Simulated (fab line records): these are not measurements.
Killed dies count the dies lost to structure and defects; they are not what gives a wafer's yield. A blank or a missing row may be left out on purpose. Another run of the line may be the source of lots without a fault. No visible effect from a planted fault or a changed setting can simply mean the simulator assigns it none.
What tool caused it? | flow gf180mcu | 6 lots, 18 wafers sampled, at 4 steps of a route of 602

## WHAT THE GAUGES SHOWED, per wafer
GF_HV_LDD_OVL_MEAS_08.
lot  | measured     | on         | HV_LDD_OVL (nm)
L560 | day 10 10:53 | overlay-02 | 1.8 0.6 0.3
L562 | day 11 03:57 | overlay-01 | -1.2 1.7 -0.8
L566 | day 12 13:36 | overlay-02 | -2.0 -0.5 -1.8
L571 | day 13 19:22 | overlay-02 | -0.9 0.2 0.3
L573 | day 14 11:48 | overlay-01 | -0.3 -0.7 -2.1
L577 | day 15 15:15 | overlay-02 | 1.3 0.6 0.2

## EACH LOT AND THE TOOL THAT RAN IT (in order: tool; ch and the chambers of the sampled wafers; start)
lot  | GF_VT_IMPLANT_STRIP_20               | GF_POLY_GATE_ETCH_13             | GF_POLY_GATE_STRIP_14
L560 | plasma asher-03 ch 0,1, day 6 15:10  | rie si-02 ch 0,1,2, day 9 15:49  | plasma asher-03 ch 0,1, day 9 15:52
L562 | plasma asher-02 ch 0,1, day 7 03:25  | rie si-01 ch 1,2,3, day 10 05:32 | plasma asher-04 ch 1, day 10 05:35
L566 | plasma asher-01 ch 0,1, day 8 09:10  | rie si-01 ch 1,2,3, day 11 16:10 | plasma asher-01 ch 0,1, day 11 16:13
L571 | plasma asher-03 ch 0,1, day 9 13:36  | rie si-02 ch 0,3, day 12 21:56   | plasma asher-04 ch 0,1, day 12 21:59
L573 | plasma asher-03 ch 0,1, day 10 02:14 | rie si-01 ch 2,3, day 13 12:59   | plasma asher-01 ch 0,1, day 13 13:04
L577 | plasma asher-03 ch 0,1, day 11 02:31 | rie si-02 ch 1,3, day 14 16:22   | plasma asher-03 ch 0,1, day 14 16:25
- GF_VT_IMPLANT_STRIP_20: strips in O2/N2.
- GF_POLY_GATE_ETCH_13: etches poly-Si in HBr/Cl2, stops on SiO2, target depth 198.5 nm, time 69.6 s.
- GF_POLY_GATE_STRIP_14: strips in O2/N2.

## THE ANSWER, worked out from the rows above alone
Rule: the usual values come from the lots themselves. Put in order of their means at a reading, lots are off if they are a third of the lots or fewer, leave a main group of 4 or more, and stand apart from it by a gap of 3 or more times the standard deviation of the main group's means; of several such gaps the widest counts. A main group is skipped when, at the precision printed for the reading in the tables above, its means are all equal. A lot without any number at a reading at which 4 lots or more have one is off too. The other lots that the step has rows for count as sound.
No lot is off on any of the readings shown, so nothing can be concluded from this.

## WHAT THE SIMULATOR HAD INSERTED
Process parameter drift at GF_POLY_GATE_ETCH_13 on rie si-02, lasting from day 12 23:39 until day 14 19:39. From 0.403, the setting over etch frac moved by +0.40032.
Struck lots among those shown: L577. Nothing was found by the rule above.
